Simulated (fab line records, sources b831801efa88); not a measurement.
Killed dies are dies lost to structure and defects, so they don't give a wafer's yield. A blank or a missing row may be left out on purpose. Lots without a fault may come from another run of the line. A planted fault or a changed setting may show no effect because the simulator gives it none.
Which tool did it? | flow sfq_line | 14 lots, 42 wafers sampled, at 1 step of a route of 325

WHAT THE GAUGES READ, wafer by wafer
SFQ_L0_THK_MEAS_902: measures by xrf.
lot  | measured    | on            | L0_MONX_KI_THK (nm)
L907 | day 1 17:42 | film_metro-01 | 39.7 39.2 39.9
L908 | day 1 22:42 | film_metro-03 | 39.5 38.8 39.2
L909 | day 2 03:42 | film_metro-03 | 39.9 39.4 40.4
L910 | day 2 08:41 | film_metro-01 | 38.9 39.8 39.5
L911 | day 2 13:43 | film_metro-04 | 39.7 39.3 39.6
L912 | day 2 18:41 | film_metro-04 | 39.5 39.3 38.9
L913 | day 2 23:41 | film_metro-03 | 39.4 39.6 39.4
L916 | day 3 14:41 | film_metro-04 | 40.2 40.9 40.4
L917 | day 3 19:41 | film_metro-03 | 40.2 40.1 39.9
L922 | day 4 20:43 | film_metro-03 | 39.3 39.6 39.1
L925 | day 5 11:41 | film_metro-03 | 38.6 38.4 38.4
L926 | day 5 16:41 | film_metro-04 | 40.1 40.2 40.0
L927 | day 5 21:41 | film_metro-03 | 39.8 39.5 39.5
L929 | day 6 07:43 | film_metro-01 | 39.8 40.4 39.8

WHICH TOOL RAN EACH LOT (tool, then ch and the chambers of the sampled wafers, then the start)
The record holds no process step before these readings.

WHAT THE TOOLS THEMSELVES READ (means of the sampled wafers that have a number; where no wafer has one, the mark that the record gives instead)
The record holds no such reading with a usual standard deviation.

THE ANSWER, worked out from the rows above alone
Rule: what is usual is taken from the lots themselves. Put in order of their means at a reading, lots are off if they are a third of the lots or fewer, leave a main group of 4 or more, and stand apart from it by a gap of 3 or more times the standard deviation of the main group's means; of several such gaps the widest counts. A main group whose means are all the same, to the digits that the tables above print for the reading, isn't used. A lot without any number at a reading at which 4 lots or more have one is off too. The other lots that the step has rows for count as sound. The gauges are gone through in route order, then the tools' own readings, and for those a lot's mean is taken as printed above. The first step at which some lot is off is used, and at that step the reading that is off furthest; a lot without a number counts as furthest.
No lot is off at any reading shown: from this, nothing can be told.

WHAT THE SIMULATOR HAD PUT IN
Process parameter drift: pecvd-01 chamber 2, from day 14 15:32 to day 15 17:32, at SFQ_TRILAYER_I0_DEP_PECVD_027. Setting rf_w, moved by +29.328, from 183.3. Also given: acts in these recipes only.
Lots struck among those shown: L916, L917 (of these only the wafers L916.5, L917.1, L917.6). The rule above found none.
